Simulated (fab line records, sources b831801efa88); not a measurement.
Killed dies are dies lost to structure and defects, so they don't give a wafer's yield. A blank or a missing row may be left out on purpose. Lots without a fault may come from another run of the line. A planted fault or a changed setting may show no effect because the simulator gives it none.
Which tool did it? | flow gf180mcu | 24 lots, 72 wafers sampled, at 6 steps of a route of 602

WHAT THE GAUGES READ, wafer by wafer
GF_HV_LDD_OVL_MEAS_47.
lot  | measured     | on         | HV_LDD_03_OVL (nm)
L074 | day 12 04:23 | overlay-01 | 1.5 -0.5 0.4
L075 | day 12 11:53 | overlay-01 | 0.9 1.8 2.6
L076 | day 12 20:38 | overlay-01 | -0.4 -0.8 0.1
L077 | day 13 09:08 | overlay-01 | 0.7 1.5 0.1
L078 | day 13 18:35 | overlay-02 | -1.1 1.7 1.3
L079 | day 14 06:53 | overlay-01 | 0.5 0.0 0.7
L080 | day 14 14:02 | overlay-02 | 2.6 2.3 2.2
L081 | day 14 19:29 | overlay-02 | 0.9 -0.4 0.4
L082 | day 15 10:38 | overlay-02 | -0.2 1.9 0.7
L083 | day 15 18:29 | overlay-01 | 0.1 1.1 1.9
L084 | day 15 22:05 | overlay-01 | -1.5 -1.8 0.4
L085 | day 16 01:17 | overlay-01 | 1.9 4.1 2.9
L086 | day 16 09:30 | overlay-01 | -1.4 -2.7 -1.6
L087 | day 16 17:15 | overlay-01 | -2.7 -2.2 -2.7
L088 | day 17 04:37 | overlay-01 | 0.5 0.8 0.1
L089 | day 17 10:31 | overlay-02 | 1.0 -1.0 0.1
L090 | day 17 16:39 | overlay-01 | 0.2 1.5 2.3
L091 | day 17 23:32 | overlay-02 | -0.9 -0.4 0.7
L092 | day 18 08:53 | overlay-01 | 1.7 -1.4 0.6
L093 | day 18 17:56 | overlay-02 | -1.3 -2.8 -2.6
L094 | day 19 00:23 | overlay-02 | 0.6 2.3 3.3
L095 | day 19 17:09 | overlay-02 | 0.3 2.1 -0.3
L096 | day 19 23:11 | overlay-01 | 0.5 0.6 0.8
L097 | day 20 04:24 | overlay-02 | 1.1 2.2 1.3

GF_NSD_CD_MEAS_07: target cd 400 nm.
lot  | measured     | on        | cd_nm (nm)
L074 | day 13 03:10 | cd_sem-02 | 397.1 397.6 396.4
L075 | day 13 12:00 | cd_sem-02 | 402.3 401.4 399.4
L076 | day 13 21:32 | cd_sem-01 | 403.3 402.7 401.2
L077 | day 14 08:36 | cd_sem-01 | 402.6 400.5 401.8
L078 | day 14 17:49 | cd_sem-01 | 399.9 400.7 398.2
L079 | day 15 07:44 | cd_sem-01 | 400.9 398.7 398.5
L080 | day 15 15:22 | cd_sem-02 | 401.5 398.8 400.8
L081 | day 15 21:28 | cd_sem-02 | 398.5 397.4 398.3
L082 | day 16 12:44 | cd_sem-01 | 400.7 399.3 400.7
L083 | day 16 21:59 | cd_sem-02 | 395.2 396.2 396.4
L084 | day 16 22:35 | cd_sem-01 | 403.4 401.0 400.7
L085 | day 17 03:04 | cd_sem-02 | 400.2 398.6 402.0
L086 | day 17 10:55 | cd_sem-02 | 398.8 401.3 399.5
L087 | day 17 19:16 | cd_sem-01 | 397.0 398.1 398.2
L088 | day 18 07:49 | cd_sem-01 | 404.0 401.3 403.4
L089 | day 18 13:30 | cd_sem-01 | 399.6 401.7 402.0
L090 | day 18 19:31 | cd_sem-02 | 402.2 404.2 404.4
L091 | day 19 02:29 | cd_sem-01 | 397.3 396.9 397.9
L092 | day 19 13:45 | cd_sem-01 | 399.4 401.7 398.7
L093 | day 19 22:06 | cd_sem-02 | 395.7 394.7 395.5
L094 | day 20 03:52 | cd_sem-02 | 402.4 402.5 400.5
L095 | day 20 20:07 | cd_sem-01 | 397.8 400.2 399.3
L096 | day 21 03:07 | cd_sem-02 | 397.7 396.7 395.8
L097 | day 21 07:42 | cd_sem-01 | 400.1 399.0 401.7

GF_PASSIVATION_BOW_MEAS_14.
lot  | measured     | on            | PASSIVATION_BOW (um)
L074 | day 28 20:51 | film_metro-02 | 126 125 134
L075 | day 29 04:11 | film_metro-02 | 136 152 142
L076 | day 29 11:35 | film_metro-01 | 115 106 112
L077 | day 29 23:14 | film_metro-01 | 147 144 156
L078 | day 30 07:43 | film_metro-02 | 134 131 122
L079 | day 30 18:13 | film_metro-01 | 129 123 153
L080 | day 31 03:59 | film_metro-03 | 128 124 127
L081 | day 31 07:49 | film_metro-02 | 128 137 134
L082 | day 31 22:28 | film_metro-01 | 144 143 127
L083 | day 32 02:31 | film_metro-02 | 136 137 130
L084 | day 32 03:00 | film_metro-01 | 147 147 135
L085 | day 32 06:44 | film_metro-01 | 143 136 137
L086 | day 32 12:29 | film_metro-01 | 127 128 120
L087 | day 32 18:58 | film_metro-01 | 150 150 150
L088 | day 33 01:08 | film_metro-02 | 144 138 144
L089 | day 33 07:29 | film_metro-02 | 127 125 131
L090 | day 33 10:07 | film_metro-01 | 132 148 134
L091 | day 33 16:09 | film_metro-02 | 144 149 144
L092 | day 33 20:57 | film_metro-03 | 143 137 140
L093 | day 34 04:50 | film_metro-01 | 126 131 132
L094 | day 34 09:43 | film_metro-01 | 130 139 140
L095 | day 35 00:22 | film_metro-03 | 129 120 119
L096 | day 34 23:25 | film_metro-03 | 119 113 122
L097 | day 35 00:56 | film_metro-01 | 128 127 132

WHICH TOOL RAN EACH LOT (tool, then ch and the chambers of the sampled wafers, then the start)
lot  | GF_SAB_ETCH_11                     | GF_V5_CMP_04                  | GF_V5_STRIP_18
L074 | rie_diel-04 ch 1,2, day 14 21:26   | cmp-02 ch 0,1,2, day 26 03:51 | plasma_asher-03 ch 0,1, day 27 01:10
L075 | rie_diel-01 ch 0,3, day 15 06:59   | cmp-01 ch 0,1,3, day 26 12:16 | plasma_asher-03 ch 0,1, day 27 09:15
L076 | rie_diel-01 ch 0,1,2, day 15 16:56 | cmp-02 ch 0,3, day 26 20:14   | plasma_asher-01 ch 0,1, day 27 16:22
L077 | rie_diel-04 ch 0,3, day 16 05:01   | cmp-01 ch 0,2,3, day 27 07:31 | plasma_asher-03 ch 0,1, day 28 04:10
L078 | rie_diel-02 ch 1,2,3, day 16 14:08 | cmp-02 ch 0,2,3, day 27 17:19 | plasma_asher-01 ch 0,1, day 28 13:32
L079 | rie_diel-02 ch 0,2, day 17 05:10   | cmp-01 ch 1,2,3, day 28 04:52 | plasma_asher-02 ch 0,1, day 29 01:07
L080 | rie_diel-02 ch 1,2, day 17 13:34   | cmp-01 ch 0,1,2, day 28 13:35 | plasma_asher-01 ch 0,1, day 29 09:52
L081 | rie_diel-01 ch 1,2,3, day 17 21:05 | cmp-02 ch 0,2,3, day 28 19:15 | plasma_asher-03 ch 0,1, day 29 15:01
L082 | rie_diel-04 ch 0,1,3, day 18 13:29 | cmp-02 ch 0,2,3, day 29 10:35 | plasma_asher-01 ch 0,1, day 30 07:55
L083 | rie_diel-02 ch 0,1,3, day 18 21:47 | cmp-02 ch 1,2, day 29 16:01   | plasma_asher-03 ch 0,1, day 30 10:35
L084 | rie_diel-04 ch 2,3, day 18 23:01   | cmp-01 ch 0,3, day 29 16:15   | plasma_asher-01 ch 0,1, day 30 10:53
L085 | rie_diel-04 ch 0,1, day 19 03:34   | cmp-01 ch 1,3, day 29 19:49   | plasma_asher-02 ch 0,1, day 30 15:01
L086 | rie_diel-04 ch 1,2, day 19 12:01   | cmp-01 ch 1,2, day 30 02:00   | plasma_asher-02 ch 0,1, day 30 20:36
L087 | rie_diel-01 ch 0,1,3, day 19 21:19 | cmp-02 ch 1,2,3, day 30 10:12 | plasma_asher-03 ch 0,1, day 31 04:42
L088 | rie_diel-01 ch 2,3, day 20 10:12   | cmp-01 ch 0,1,2, day 30 16:18 | plasma_asher-02 ch 0,1, day 31 10:25
L089 | rie_diel-02 ch 2,3, day 20 15:22   | cmp-01 ch 1,2,3, day 31 00:46 | plasma_asher-02 ch 0, day 31 18:37
L090 | rie_diel-01 ch 0,2,3, day 20 21:19 | cmp-01 ch 0,1,3, day 31 03:42 | plasma_asher-01 ch 0,1, day 31 21:09
L091 | rie_diel-01 ch 0,2,3, day 21 04:40 | cmp-01 ch 0,2, day 31 09:28   | plasma_asher-02 ch 0,1, day 32 04:10
L092 | rie_diel-01 ch 0,1,3, day 21 14:27 | cmp-01 ch 0,2,3, day 31 15:12 | plasma_asher-01 ch 0,1, day 32 08:31
L093 | rie_diel-01 ch 0,2, day 21 22:49   | cmp-01 ch 0,1,2, day 32 00:10 | plasma_asher-02 ch 0,1, day 32 17:01
L094 | rie_diel-04 ch 0,1, day 22 04:33   | cmp-02 ch 0,1, day 32 05:23   | plasma_asher-02 ch 0,1, day 32 21:56
L095 | rie_diel-01 ch 1,3, day 22 21:17   | cmp-02 ch 0,2, day 32 21:12   | plasma_asher-02 ch 0, day 33 13:46
L096 | rie_diel-01 ch 0,2,3, day 23 02:33 | cmp-01 ch 0,2, day 32 20:51   | plasma_asher-01 ch 1, day 33 13:16
L097 | rie_diel-04 ch 0,1, day 23 07:27   | cmp-02 ch 0,2,3, day 32 22:28 | plasma_asher-01 ch 0,1, day 33 14:15
- GF_SAB_ETCH_11: etches SiO2 in C4F8/O2/Ar, target depth 55 nm, time 8.5 s.
- GF_V5_CMP_04: polishes SiO2.
- GF_V5_STRIP_18: strips in O2/N2.

WHAT THE TOOLS THEMSELVES READ (means of the sampled wafers that have a number; where no wafer has one, the mark that the record gives instead)
GF_SAB_ETCH_11.
lot  | tool        | oes_product_au (a.u.)
L074 | rie_diel-04 | 1.005
L075 | rie_diel-01 | 1.007
L076 | rie_diel-01 | 0.997
L077 | rie_diel-04 | 0.999
L078 | rie_diel-02 | 1.007
L079 | rie_diel-02 | 1.018
L080 | rie_diel-02 | 1.002
L081 | rie_diel-01 | 1.010
L082 | rie_diel-04 | 1.008
L083 | rie_diel-02 | 0.999
L084 | rie_diel-04 | 1.012
L085 | rie_diel-04 | 1.004
L086 | rie_diel-04 | 1.003
L087 | rie_diel-01 | 1.008
L088 | rie_diel-01 | 1.005
L089 | rie_diel-02 | 1.007
L090 | rie_diel-01 | 1.005
L091 | rie_diel-01 | 1.005
L092 | rie_diel-01 | 0.992
L093 | rie_diel-01 | 1.001
L094 | rie_diel-04 | 1.004
L095 | rie_diel-01 | 1.006
L096 | rie_diel-01 | 1.003
L097 | rie_diel-04 | 1.011

GF_V5_CMP_04.
lot  | tool   | edge_zone_pressure_frac | motor_current_A (A) | platen_rpm (rpm)
L074 | cmp-02 | 0.999                   | 13.0                | 59.99
L075 | cmp-01 | 1.002                   | 12.1                | 60.00
L076 | cmp-02 | 1.004                   | 11.7                | 59.96
L077 | cmp-01 | 0.996                   | 12.1                | 60.01
L078 | cmp-02 | 0.999                   | 12.6                | 59.97
L079 | cmp-01 | 0.997                   | 11.4                | 60.00
L080 | cmp-01 | 1.004                   | 12.8                | 60.01
L081 | cmp-02 | 1.001                   | 12.2                | 59.99
L082 | cmp-02 | 0.997                   | 12.4                | 59.93
L083 | cmp-02 | 0.998                   | 13.1                | 59.99
L084 | cmp-01 | 1.003                   | 11.9                | 60.02
L085 | cmp-01 | 1.001                   | 11.1                | 60.00
L086 | cmp-01 | 0.999                   | 12.1                | 60.03
L087 | cmp-02 | 0.999                   | 13.2                | 60.04
L088 | cmp-01 | 0.999                   | 12.5                | 60.01
L089 | cmp-01 | 1.000                   | 11.7                | 60.02
L090 | cmp-01 | 1.001                   | 12.3                | 59.98
L091 | cmp-01 | 1.004                   | 12.8                | 60.02
L092 | cmp-01 | 1.004                   | 12.2                | 60.02
L093 | cmp-01 | 1.002                   | 12.8                | 60.00
L094 | cmp-02 | 0.999                   | 13.2                | 59.97
L095 | cmp-02 | 1.002                   | 12.8                | 59.99
L096 | cmp-01 | 0.999                   | 12.7                | 60.01
L097 | cmp-02 | 1.003                   | 12.4                | 60.02

GF_V5_STRIP_18.
lot  | tool            | drypump_motor_current_A (A) | heater_power_w (W) | oes_product_au (a.u.)
L074 | plasma_asher-03 | 6.1                         | 346                | 0.563
L075 | plasma_asher-03 | 6.0                         | 348                | 0.570
L076 | plasma_asher-01 | 5.3                         | 361                | 0.566
L077 | plasma_asher-03 | 6.0                         | 330                | 0.569
L078 | plasma_asher-01 | 5.3                         | 359                | 0.570
L079 | plasma_asher-02 | 6.2                         | 390                | 0.566
L080 | plasma_asher-01 | 5.4                         | 330                | 0.569
L081 | plasma_asher-03 | 6.0                         | 334                | 0.571
L082 | plasma_asher-01 | 5.4                         | 331                | 0.571
L083 | plasma_asher-03 | 6.0                         | 333                | 0.567
L084 | plasma_asher-01 | 5.4                         | 326                | 0.563
L085 | plasma_asher-02 | 6.0                         | 385                | 0.567
L086 | plasma_asher-02 | 6.2                         | 399                | 0.565
L087 | plasma_asher-03 | 6.0                         | 334                | 0.575
L088 | plasma_asher-02 | 6.0                         | 390                | 0.564
L089 | plasma_asher-02 | 5.9                         | 371                | 0.571
L090 | plasma_asher-01 | 5.4                         | 327                | 0.566
L091 | plasma_asher-02 | 6.0                         | 387                | 0.571
L092 | plasma_asher-01 | 5.4                         | 327                | 0.567
L093 | plasma_asher-02 | 6.2                         | 396                | 0.567
L094 | plasma_asher-02 | 6.1                         | 398                | 0.568
L095 | plasma_asher-02 | 5.9                         | 371                | 0.568
L096 | plasma_asher-01 | 5.1                         | 389                | 0.569
L097 | plasma_asher-01 | 5.3                         | 357                | 0.575

THE ANSWER, worked out from the rows above alone
Rule: what is usual is taken from the lots themselves. Put in order of their means at a reading, lots are off if they are a third of the lots or fewer, leave a main group of 4 or more, and stand apart from it by a gap of 3 or more times the standard deviation of the main group's means; of several such gaps the widest counts. A main group whose means are all the same, to the digits that the tables above print for the reading, isn't used. A lot without any number at a reading at which 4 lots or more have one is off too. The other lots that the step has rows for count as sound. The gauges are gone through in route order, then the tools' own readings, and for those a lot's mean is taken as printed above. The first step at which some lot is off is used, and at that step the reading that is off furthest; a lot without a number counts as furthest.
No lot is off at any reading shown: from this, nothing can be told.

WHAT THE SIMULATOR HAD PUT IN
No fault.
